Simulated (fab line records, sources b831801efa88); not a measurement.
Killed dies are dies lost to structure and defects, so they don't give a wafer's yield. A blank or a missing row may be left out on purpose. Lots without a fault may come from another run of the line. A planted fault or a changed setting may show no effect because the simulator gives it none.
Problem report in the 8D (eight disciplines) form, filled by code | flow gf180mcu | the parts of the form that need people (team, actions taken, sign-off) are left out

1. THE PROBLEM
run_length_s at GF_HV_LDD_SOFTBAKE_27 reads a mean of 93.75 s on 6 wafers of 2 lots; wafers without a fault read 89.27 s with a standard deviation of 0.29. That is +15 standard deviations from the usual mean.
The step: time 60 s.
First seen on wafer L383.1, day 14 08:10, on litho_track-01. The record holds 42 wafers of 14 lots with a number at this step. Rule for "out", or "out of limits": more than 4 standard deviations from the usual mean. The other wafers with a number count as sound.

2. WHAT IT IS AND WHAT IT IS NOT
question                    | is                     | is not
which readings at this step | run_length_s           | -
which lots                  | L383, L385             | L373, L375, L376, L387, L388, L389, L390, L392, L393, L394, L395, L396
which wafers of those lots  | all that have a number | -
read on which tools         | litho_track-01         | litho_track-02, litho_track-04
when                        | from day 14 08:10      | up to then (9 sound wafers); but 27 sound wafers of L387, L388, L389, L390, L392, L393, L394, L395, L396 came after

3. SUSPECTS, AND WHAT RULES EACH OUT
Counting: a tool at a process step up to the reading stays a suspect if it ran every lot that is out and no sound lot after the first of them.
- litho_track-01 at GF_HV_LDD_SOFTBAKE_27 (time 60 s): ruled out as a lasting fault. Sound lots L396 ran on it after its first lot that is out, L383 (day 14 08:10).
Left after counting: nothing in the record.

4. THE CAUSE (what the simulator had put in)
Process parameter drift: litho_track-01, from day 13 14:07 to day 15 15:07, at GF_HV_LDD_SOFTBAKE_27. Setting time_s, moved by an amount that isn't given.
Counting ruled it out, wrongly.

5. THE CHAIN OF EFFECTS, in route order
Each row: a reading whose mean over the struck wafers that have a number lies more than 3 standard deviations from the usual. Only readings for which the record gives a usual standard deviation are gone through. hours: the time from each lot's start at the first step in this table that gives one to its start at this step, as a median over the lots. sigmas: the change in usual standard deviations.
hours | step                  | reading      | usual   | on struck wafers | change | sigmas
0     | GF_HV_LDD_SOFTBAKE_27 | run_length_s | 89.27 s | 93.75            | +4.48  | +15
The process steps in it:
- GF_HV_LDD_SOFTBAKE_27: time 60 s.
Later measuring or inspecting steps at which every struck wafer that the step has a row for has a number for every such reading, and none has moved that far: GF_V5_BOW_MEAS_05, GF_V5_CD_MEAS_14.

6. WHAT WOULD HAVE CAUGHT IT SOONER
In this record the first reading out of limits was taken at day 14 08:10, 18 hours after the fault began at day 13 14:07.
